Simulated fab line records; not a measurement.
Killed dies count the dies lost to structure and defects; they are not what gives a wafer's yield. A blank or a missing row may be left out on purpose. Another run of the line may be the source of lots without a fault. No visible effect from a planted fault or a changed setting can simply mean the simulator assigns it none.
Problem report, 8D (eight disciplines) form, completed by code -- flow gf180mcu -- the parts of the form that need people (team, actions taken, sign-off) are left out

== 1. THE PROBLEM ==
Wafers without a fault read 36.97 s, standard deviation 0.12; strip_time_to_endpoint_s at GF_NWELL_STRIP_10 reads a mean of 20.65 s on 6 wafers belonging to 2 lots. That is -99 or more standard deviations from the usual mean.
The step: strips in O2/N2.
Seen first at day 5 17:42 on plasma_asher-01, wafer L279.1. The record has a number at this step for 39 wafers belonging to 13 lots. The rule behind "out" and "out of limits": a value lying over 4 standard deviations away from the usual mean. The rest of the wafers with a number are treated as sound.

== 2. WHAT IT IS AND WHAT IT IS NOT ==
question,is,is not
which readings at this step,strip_time_to_endpoint_s,"drypump_motor_current_A, heater_power_w, n2_flow_sccm"
which lots,"L279, L283","L268, L269, L270, L271, L273, L275, L284, L285, L287, L288, L291"
which wafers of those lots,all that have a number,-
read on which tools,"plasma_asher-01, plasma_asher-02",plasma_asher-03
when,from day 5 17:42,"up to then (18 sound wafers); but 15 sound wafers of L284, L285, L287, L288, L291 came after"

== 3. WHAT RULES OUT EACH SUSPECT ==
Counting: a tool at any process step up to the reading remains a suspect when it ran all the lots that are out and ran no sound lot after the first of those.
- litho_track-01 at GF_NWELL_COAT_02 (resist thk 3000 nm): kept. It ran every lot that is out, first L279 (day 5 10:22), and no sound lot after that; its last sound lot up to then is L273 (day 4 03:01).
Remaining after the count: litho_track-01 at GF_NWELL_COAT_02.

== 4. THE CAUSE (what the simulator had put in) ==
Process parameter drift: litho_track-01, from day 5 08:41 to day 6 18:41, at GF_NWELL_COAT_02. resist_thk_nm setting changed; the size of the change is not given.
Only this tool survived the counting.

== 5. THE EFFECT CHAIN, in route order ==
Rows list readings where the struck wafers' mean (over those with a number) sits beyond 3 standard deviations from the usual. Only readings whose record carries a usual standard deviation are examined. hours: median over the lots of the time between each lot's start at the first step of this table that gives one and its start at this step. sigmas: the change, counted in usual standard deviations.
hours,step,reading,usual,on struck wafers,change,sigmas
0,GF_NWELL_STRIP_10,strip_time_to_endpoint_s,36.97 s,20.65,-16.32,-99 or more
Process steps it contains:
- GF_NWELL_STRIP_10: strips in O2/N2.
Later steps that measure or inspect, where all struck wafers having a row at the step show a number for every such reading and not one has moved that far: GF_DUAL_GATE_THK_MEAS_03, GF_NSD_OVL_MEAS_08, GF_PSD_RS_MEAS_14.

== 6. HOW IT WOULD HAVE BEEN CAUGHT EARLIER ==
9 hours passed between the start of the fault at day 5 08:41 and the first reading out of limits in this record, taken at day 5 17:42.
Tool readings at GF_NWELL_COAT_02 with a usual standard deviation given in the record: none out on any struck wafer, hence no alarm at a limit of 4 standard deviations on them.
L283, from the lots that are out (2), started GF_NWELL_COAT_02 on litho_track-01 later than day 5 17:42. Had the tool been put on hold then, it would have been spared.
